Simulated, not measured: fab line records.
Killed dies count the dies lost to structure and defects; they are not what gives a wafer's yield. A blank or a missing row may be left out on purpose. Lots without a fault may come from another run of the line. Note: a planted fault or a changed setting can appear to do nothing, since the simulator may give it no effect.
Shared-tool check    flow sky130    Sample size 9 lots and 27 wafers

WHY THIS WAS OPENED
SKY_METAL2_RS_MEAS_05, reading METAL2_ALCU_RS: flagged on 2 of 9 lots. Fault-free wafers read 0.1267 ohm/sq, with a standard deviation of 0.0013.
Rule: a lot is flagged in two cases, either no wafer of it has a number, or all its wafers with numbers fall more than 4 standard deviations from that mean. The other lots count as sound.

lot   measured      on             METAL2_ALCU_RS (ohm/sq), wafer by wafer  flag
L253  day 34 01:44  film_metro-04  0.1267 0.1274 0.1281                     
L261  day 37 12:21  film_metro-01  0.1769 0.1769 0.1759                     FLAGGED
L263  day 38 00:40  film_metro-01  0.1741 0.1710 0.1716                     FLAGGED
L268  day 39 18:07  film_metro-01  0.1270 0.1260 0.1265                     
L266  day 40 00:34  film_metro-02  0.1264 0.1269 0.1266                     
L270  day 40 03:50  film_metro-02  0.1252 0.1252 0.1247                     
L273  day 41 13:03  film_metro-04  0.1261 0.1257 0.1264                     
L274  day 41 15:45  film_metro-04  0.1259 0.1270 0.1285                     
L275  day 41 19:16  film_metro-01  0.1277 0.1277 0.1263                     
Average over the flagged lots: 0.1744 ohm/sq; offset from the usual +0.0477 ohm/sq, equal to +37 standard deviations.

TOOL THAT RAN EACH LOT
Before the reading, the record contains 3 process steps out of a 708-step route. Read each cell as the tool, then ch plus the chambers that the sampled wafers visited, then the start.
lot   flag     SKY_METAL1_ETCH_18                 SKY_METAL2_SPUTTER_01         SKY_METAL2_SPUTTER_02
L253           rie_metal-03 ch 0,1, day 32 23:37  pvd_sputter-01, day 34 01:36  pvd_sputter-01, day 34 01:37
L261  FLAGGED  rie_metal-04 ch 0,1, day 36 10:01  pvd_sputter-01, day 37 12:14  pvd_sputter-01, day 37 12:16
L263  FLAGGED  rie_metal-04 ch 0,1, day 36 20:04  pvd_sputter-01, day 38 00:33  pvd_sputter-01, day 38 00:34
L268           rie_metal-02 ch 1, day 38 13:12    pvd_sputter-03, day 39 17:59  pvd_sputter-03, day 39 18:01
L266           rie_metal-02 ch 0,1, day 38 21:35  pvd_sputter-03, day 40 00:27  pvd_sputter-03, day 40 00:29
L270           rie_metal-03 ch 0,1, day 38 23:16  pvd_sputter-04, day 40 03:41  pvd_sputter-04, day 40 03:43
L273           rie_metal-04 ch 0,1, day 40 09:56  pvd_sputter-04, day 41 12:55  pvd_sputter-04, day 41 12:56
L274           rie_metal-02 ch 0,1, day 40 13:19  pvd_sputter-01, day 41 15:38  pvd_sputter-01, day 41 15:40
L275           rie_metal-03 ch 0,1, day 40 16:20  pvd_sputter-01, day 41 19:08  pvd_sputter-01, day 41 19:10
What the steps here do:
- SKY_METAL1_ETCH_18: etches BARC in N2/H2, stops on SiO2, time 45.9 s, target depth 60 nm.
- SKY_METAL2_SPUTTER_01: material TiN, target thk 20 nm, time 16.7 s.
- SKY_METAL2_SPUTTER_02: material AlCu, target thk 250 nm, time 13.3 s.
- SKY_METAL2_RS_MEAS_05: measures by four-point-probe.

FLAGGED OVER TOTAL, TOOL BY TOOL (the gauges that took the reading come last)
step                   tool            lots run  flagged  share of the flagged lots  sound lots run after its first flagged lot
SKY_METAL1_ETCH_18     rie_metal-02    3         0        none                       -
SKY_METAL1_ETCH_18     rie_metal-03    3         0        none                       -
SKY_METAL1_ETCH_18     rie_metal-04    3         2        all                        1 (L273)
SKY_METAL2_SPUTTER_01  pvd_sputter-01  5         2        all                        2 (L274,L275)
SKY_METAL2_SPUTTER_01  pvd_sputter-03  2         0        none                       -
SKY_METAL2_SPUTTER_01  pvd_sputter-04  2         0        none                       -
SKY_METAL2_SPUTTER_02  pvd_sputter-01  5         2        all                        2 (L274,L275)
SKY_METAL2_SPUTTER_02  pvd_sputter-03  2         0        none                       -
SKY_METAL2_SPUTTER_02  pvd_sputter-04  2         0        none                       -
SKY_METAL2_RS_MEAS_05  film_metro-01   4         2        all                        2 (L268,L275)
SKY_METAL2_RS_MEAS_05  film_metro-02   2         0        none                       -
SKY_METAL2_RS_MEAS_05  film_metro-04   3         0        none                       -

WHAT THE TABLE ALLOWS
4 rows of the table ran every flagged lot: rie_metal-04 at SKY_METAL1_ETCH_18, pvd_sputter-01 at SKY_METAL2_SPUTTER_01, pvd_sputter-01 at SKY_METAL2_SPUTTER_02, film_metro-01 at SKY_METAL2_RS_MEAS_05.
- rie_metal-04 at SKY_METAL1_ETCH_18 ran 3 lots, 2 of them flagged. Lots that were sound ran on it after the first flagged one (L273); a persistent fault on the entire tool would not allow that.
- pvd_sputter-01 at SKY_METAL2_SPUTTER_01 ran 5 lots, 2 of them flagged. Lots that were sound ran on it after the first flagged one (L274, L275); a persistent fault on the entire tool would not allow that.
- pvd_sputter-01 at SKY_METAL2_SPUTTER_02 ran 5 lots, 2 of them flagged. Lots that were sound ran on it after the first flagged one (L274, L275); a persistent fault on the entire tool would not allow that.
- film_metro-01 at SKY_METAL2_RS_MEAS_05 ran 4 lots, 2 of them flagged. Lots that were sound ran on it after the first flagged one (L268, L275); a persistent fault on the entire tool would not allow that.
None of the table's rows ran every flagged lot and, after the first, no sound lot.

WHAT THE SIMULATOR HAD INSERTED
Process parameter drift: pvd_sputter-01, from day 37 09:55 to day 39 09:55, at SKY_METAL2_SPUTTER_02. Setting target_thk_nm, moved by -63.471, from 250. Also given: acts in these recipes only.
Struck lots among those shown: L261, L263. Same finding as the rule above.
